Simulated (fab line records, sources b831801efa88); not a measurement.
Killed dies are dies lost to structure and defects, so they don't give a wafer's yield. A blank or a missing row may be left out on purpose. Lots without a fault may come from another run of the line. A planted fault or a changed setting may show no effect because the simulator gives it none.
Chamber matching | flow gf180mcu | GF_V2_CVD_02 on pecvd-01: 3 sister chambers
The step deposits SiO2 from TEOS, target thk 850 nm, time 94.851 s. 3 wafers are shown with their chamber, then 8 later ones without.

WAFERS WITH THEIR CHAMBER
wafer  | chamber | heater_power_w (W)
L089.4 | 1       | 870
L089.6 | 2       | 703
L093.1 | 0       | 837

WAFERS WITHOUT THEIR CHAMBER
wafer  | heater_power_w (W)
L093.2 | 662
L093.3 | 867
L093.4 | 700
L093.5 | 726
L093.6 | 665
L094.1 | 745
L094.4 | 709
L094.5 | 755

WHICH CHAMBER EACH WENT THROUGH
wafer  | from the rows above          | in truth
L093.2 | 2                            | 2
L093.3 | can't be placed: 1 or 0      | 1
L093.4 | 2                            | 2
L093.5 | 2                            | 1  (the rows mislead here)
L093.6 | 2                            | 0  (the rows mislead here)
L094.1 | can't be placed: 2 or 0      | 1
L094.4 | 2                            | 2
L094.5 | can't be placed: 2 or 0 or 1 | 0
Placed correctly: 3 of 8. Can't be placed from these rows: 3 (the true chamber is among the candidates in 2). Placed wrongly: 2.
How it was worked out, from the rows above alone: a wafer's distance from a chamber is the root of the sum, over the readings, of the square of ((its reading less the chamber's mean) divided by the reading's scatter). The wafer belongs to the nearest chamber; if the next one is less than 2 further off, it can't be placed. A chamber's mean is the mean of its shown wafers. The scatter: with one shown wafer a chamber, the root of the mean of the squares of how far each hidden wafer lies from its nearest shown one.
